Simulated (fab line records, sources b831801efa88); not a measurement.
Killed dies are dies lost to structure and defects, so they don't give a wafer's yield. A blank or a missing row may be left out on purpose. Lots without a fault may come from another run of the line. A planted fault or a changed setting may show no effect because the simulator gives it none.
fab line records | flow sky130
record lots=13 wafers=39 last_day=50
route steps=708 shown NWELL@63 LOCAL_INTERCONNECT@398 CONTACT@432
lots that met no fault: from a run of the same line without faults
start_h: hours from the record's first day to the start of the lot's first wafer shown | wait_h: hours since the lot's step before | " the same as in the row above | L1.1+2: a row that stands for several wafers | - no value, or no start given | * or withheld: withheld | < > ~ a bound
route shown NAME@n: a module of which the file shows steps, and the number in the route of the first | usual: mean/standard deviation of fault-free wafers | same: alike in all rows | chamber/n: place in a boat | sites: the reading at each site | _std_site: their standard deviation | _edge_site: outer sites' mean less inner sites' | radius_mm: how far each site lies from the wafer's centre | mask NAME#n: copy n | behind: the tool/chamber that last shaped the wafer | hold: why the lot was held/for how many hours/how that ended | device: the transistor (n, p or np) that didn't switch | end of line: the same wafers' tests at the end of the route | a step without rows: its recipe alone | killed: dies lost to structure and defects at the first sort, not the wafer's yield | map: a wafer's dies, x killed, . not, _ none there
set.NAME: the setting as run; set.NAME@STEP: as run at that earlier step | model.NAME: the simulator's own value behind a step, which no gauge read
steps of the route over a sample of lots; a table a step, a row a wafer
services: from which hour (start_h, from the record's first day; less than 0 if before it) a tool's chamber was out of use, for how many hours, and why
## steps
# step SKY_NWELL_OVL_MEAS_10
# usual NWELL_00_OVL=0.0/1.5
# columns lot.wafer tool chamber start_h wait_h NWELL_00_OVL[nm]
L375.2 overlay-02 - 84.78 - 1.0
L375.4 " - " " -0.2
L375.6 " - " " -1.6
L376.1 overlay-01 - 91.66 - 1.3
L376.2 " - " " -0.4
L376.5 " - " " -0.7
L380.1 overlay-01 - 112.86 - 1.7
L380.2 " - " " 0.9
L380.3 " - " " 1.0
L382.3 overlay-02 - 131.13 - 3.2
L382.5 " - " " 2.7
L382.6 " - " " 3.0
L385.1 overlay-01 - 147.96 - 1.3
L385.2 " - " " 0.2
L385.5 " - " " 0.5
L384.1 overlay-02 - 148.31 - -3.6
L384.4 " - " " -4.5
L384.5 " - " " -3.4
L387.2 overlay-01 - 160.69 - -0.2
L387.5 " - " " 1.2
L387.6 " - " " -0.1
L388.1 overlay-01 - 165.11 - -0.8
L388.3 " - " " -1.1
L388.4 " - " " 0.5
L389.3 overlay-02 - 169.63 - -1.6
L389.4 " - " " -2.1
L389.5 " - " " -0.9
L394.1 overlay-02 - 196.84 - 0.5
L394.2 " - " " 0.8
L394.4 " - " " 0.4
L395.2 overlay-01 - 200.63 - -0.4
L395.4 " - " " -0.8
L395.6 " - " " 0.9
L396.3 overlay-01 - 205.48 - 0.2
L396.4 " - " " 1.9
L396.5 " - " " 1.4
L397.2 overlay-02 - 213.32 - 0.3
L397.4 " - " " -0.9
L397.5 " - " " 0.6
# step SKY_NWELL_IMPLANT_13
# recipe species=P energy_kev=50 dose_cm2=7e+11 tilt_deg=withheld
# usual faraday_current_uA=3.96/0.081
# columns lot.wafer tool chamber start_h wait_h faraday_current_uA
L375.2 implanter-03 0 85.13 0.1 3.95
L375.4 " 0 " " 3.99
L375.6 " 0 " " 3.96
L375.2 implanter-03 0 85.45 0.3 3.86
L375.4 " 0 " " 4.04
L375.6 " 0 " " 3.99
L376.1 implanter-04 0 92.00 0.1 4.11
L376.2 " 0 " " 3.89
L376.5 " 0 " " 3.95
L380.1 implanter-03 0 113.20 0.1 4.08
L380.2 " 0 " " 4.14
L380.3 " 0 " " 4.04
L382.3 implanter-02 0 131.51 0.1 3.88
L382.5 " 0 " " 3.86
L382.6 " 0 " " 3.92
L385.1 implanter-04 0 148.30 0.1 3.89
L385.2 " 0 " " 4.01
L385.5 " 0 " " 3.85
L385.1 implanter-04 0 148.87 0.6 3.80
L385.2 " 0 " " 3.90
L385.5 " 0 " " 4.02
L384.1 implanter-03 0 148.65 0.1 4.03
L384.4 " 0 " " 4.13
L384.5 " 0 " " 4.02
L384.1 implanter-03 0 149.20 0.5 3.90
L384.4 " 0 " " 3.98
L384.5 " 0 " " 3.96
L388.1 implanter-03 0 165.45 0.1 3.92
L388.3 " 0 " " 3.94
L388.4 " 0 " " 3.96
L387.2 implanter-04 0 169.08 8.2 3.83
L387.5 " 0 " " 3.99
L387.6 " 0 " " 4.01
L389.3 implanter-03 0 170.01 0.1 3.85
L389.4 " 0 " " 4.14
L389.5 " 0 " " 4.00
L394.1 implanter-04 0 197.17 0.1 4.05
L394.2 " 0 " " 3.94
L394.4 " 0 " " 4.01
L395.2 implanter-03 0 200.98 0.1 3.84
L395.4 " 0 " " 3.99
L395.6 " 0 " " 4.03
L396.3 implanter-04 0 205.86 0.1 4.03
L396.4 " 0 " " 3.98
L396.5 " 0 " " 3.92
L397.2 implanter-03 0 213.67 0.1 3.84
L397.4 " 0 " " 4.12
L397.5 " 0 " " 4.05
# step SKY_NWELL_RS_MEAS_29
# recipe thk_meas_gauge=four-point-probe
# usual NWELL_RS=624.6/1.9
# columns lot.wafer tool chamber start_h wait_h NWELL_RS[ohm/sq]
L375.2 film_metro-03 - 102.93 0.1 608.6
L375.4 " - " " 607.4
L375.6 " - " " 609.5
L376.1 film_metro-02 - 110.02 0.1 622.9
L376.2 " - " " 621.6
L376.5 " - " " 620.9
L380.1 film_metro-02 - 132.06 0.1 620.7
L380.2 " - " " 623.2
L380.3 " - " " 621.8
L382.3 film_metro-01 - 151.97 0.1 625.2
L382.5 " - " " 625.2
L382.6 " - " " 626.2
L385.1 film_metro-02 - 169.42 0.1 605.1
L385.2 " - " " 606.7
L385.5 " - " " 606.4
L384.1 film_metro-01 - 169.83 0.1 606.7
L384.4 " - " " 606.4
L384.5 " - " " 607.0
L388.1 film_metro-03 - 186.07 0.1 621.5
L388.3 " - " " 624.3
L388.4 " - " " 623.2
L387.2 film_metro-01 - 189.98 0.1 627.0
L387.5 " - " " 625.5
L387.6 " - " " 625.2
L389.3 film_metro-03 - 191.35 0.1 621.8
L389.4 " - " " 622.7
L389.5 " - " " 622.2
L394.1 film_metro-03 - 219.41 0.1 626.7
L394.2 " - " " 626.5
L394.4 " - " " 624.3
L395.2 film_metro-03 - 224.24 0.1 625.6
L395.4 " - " " 625.2
L395.6 " - " " 627.4
L396.3 film_metro-03 - 229.41 0.1 625.7
L396.4 " - " " 625.3
L396.5 " - " " 625.8
L397.2 film_metro-03 - 236.90 0.1 623.5
L397.4 " - " " 623.4
L397.5 " - " " 624.4
# step SKY_LOCAL_INTERCONNECT_CD_MEAS_11
# recipe target_cd_nm=170
# usual cd_nm=169.8/1.7
# columns lot.wafer tool chamber start_h wait_h cd_nm
L375.2 cd_sem-01 - 703.39 - 168.7
L375.4 " - " " 171.1
L375.6 " - " " 170.1
L376.1 cd_sem-01 - 713.96 - 170.7
L376.2 " - " " 170.0
L376.5 " - " " 168.2
L380.1 cd_sem-01 - 748.42 - 172.5
L380.2 " - " " 172.7
L380.3 " - " " 170.7
L382.3 cd_sem-01 - 767.05 - 172.6
L382.5 " - " " 172.7
L382.6 " - " " 172.1
L385.1 cd_sem-02 - 812.11 - 172.6
L385.2 " - " " 171.5
L385.5 " - " " 169.9
L384.1 cd_sem-01 - 813.64 - 169.1
L384.4 " - " " 169.5
L384.5 " - " " 169.8
L388.1 cd_sem-01 - 816.21 - 168.7
L388.3 " - " " 168.1
L388.4 " - " " 168.1
L387.2 cd_sem-02 - 818.26 - 168.6
L387.5 " - " " 169.6
L387.6 " - " " 168.9
L389.3 cd_sem-02 - 820.95 - 168.9
L389.4 " - " " 169.8
L389.5 " - " " 170.8
L394.1 cd_sem-01 - 851.67 - 170.6
L394.2 " - " " 170.1
L394.4 " - " " 170.7
L395.2 cd_sem-02 - 858.76 - 170.3
L395.4 " - " " 170.0
L395.6 " - " " 170.8
L396.3 cd_sem-01 - 869.95 - 170.7
L396.4 " - " " 169.3
L396.5 " - " " 170.7
L397.2 cd_sem-02 - 876.56 - 170.8
L397.4 " - " " 171.0
L397.5 " - " " 170.2
# step SKY_CONTACT_THK_MEAS_26
# recipe thk_meas_gauge=xrf reads=W_of_CONTACT_CVD_24
# usual CONTACT_W_THK=335/3.4
# columns lot.wafer tool chamber start_h wait_h CONTACT_W_THK[nm]
L375.2 film_metro-03 - 733.69 0.1 340
L375.4 " - " " 336
L375.6 " - " " 338
L376.1 film_metro-04 - 743.95 0.1 329
L376.2 " - " " 329
L376.5 " - " " 330
L380.1 film_metro-02 - 778.07 0.1 332
L380.2 " - " " 329
L380.3 " - " " 333
L382.3 film_metro-03 - 796.99 0.1 339
L382.5 " - " " 338
L382.6 " - " " 340
L385.1 film_metro-03 - 840.98 0.1 337
L385.2 " - " " 333
L385.5 " - " " 333
L384.1 film_metro-02 - 841.93 0.1 339
L384.4 " - " " 336
L384.5 " - " " 336
L388.1 film_metro-02 - 845.18 0.1 336
L388.3 " - " " 334
L388.4 " - " " 335
L387.2 film_metro-03 - 847.19 0.1 331
L387.5 " - " " 335
L387.6 " - " " 332
L389.3 film_metro-03 - 850.53 0.1 330
L389.4 " - " " 330
L389.5 " - " " 328
L394.1 film_metro-04 - 880.43 0.1 330
L394.2 " - " " 335
L394.4 " - " " 340
L395.2 film_metro-03 - 886.94 0.1 340
L395.4 " - " " 335
L395.6 " - " " 341
L396.3 film_metro-03 - 897.94 0.1 332
L396.4 " - " " 336
L396.5 " - " " 333
L397.2 film_metro-03 - 904.40 0.1 332
L397.4 " - " " 334
L397.5 " - " " 333
## services
# columns tool chamber start_h hours kind
implanter-03 - 69.62 3.6 pm
implanter-02 - 147.51 7.2 pm
implanter-02 - 200.20 6.6 repair
## key
first_sign step=SKY_NWELL_IMPLANT_13 reading=visit direction=added
effect step=SKY_NWELL_RS_MEAS_29 reading=NWELL_RS direction=down sigmas=9.3 usual=624.6 struck=607.1
met_at SKY_NWELL_IMPLANT_13
struck_lots L375,L384,L385
tester_left_out L375,L384,L385
not_acting_at SKY_NWELL_OVL_MEAS_10,SKY_LOCAL_INTERCONNECT_CD_MEAS_11,SKY_CONTACT_THK_MEAS_26
fault kind=repeated_step_whole tool=implanter-02,implanter-03,implanter-04 chamber=- onset_h=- steps=SKY_NWELL_IMPLANT_13 times=1 scope=struck_lots_only
# tester_left_out: of these lots the tester's yield and bins aren't shown, on N5 and GAA mostly nor the transistor test; their killed dies are dies lost to structure and defects alone, not to doping, threshold or leakage, so they don't give the yield
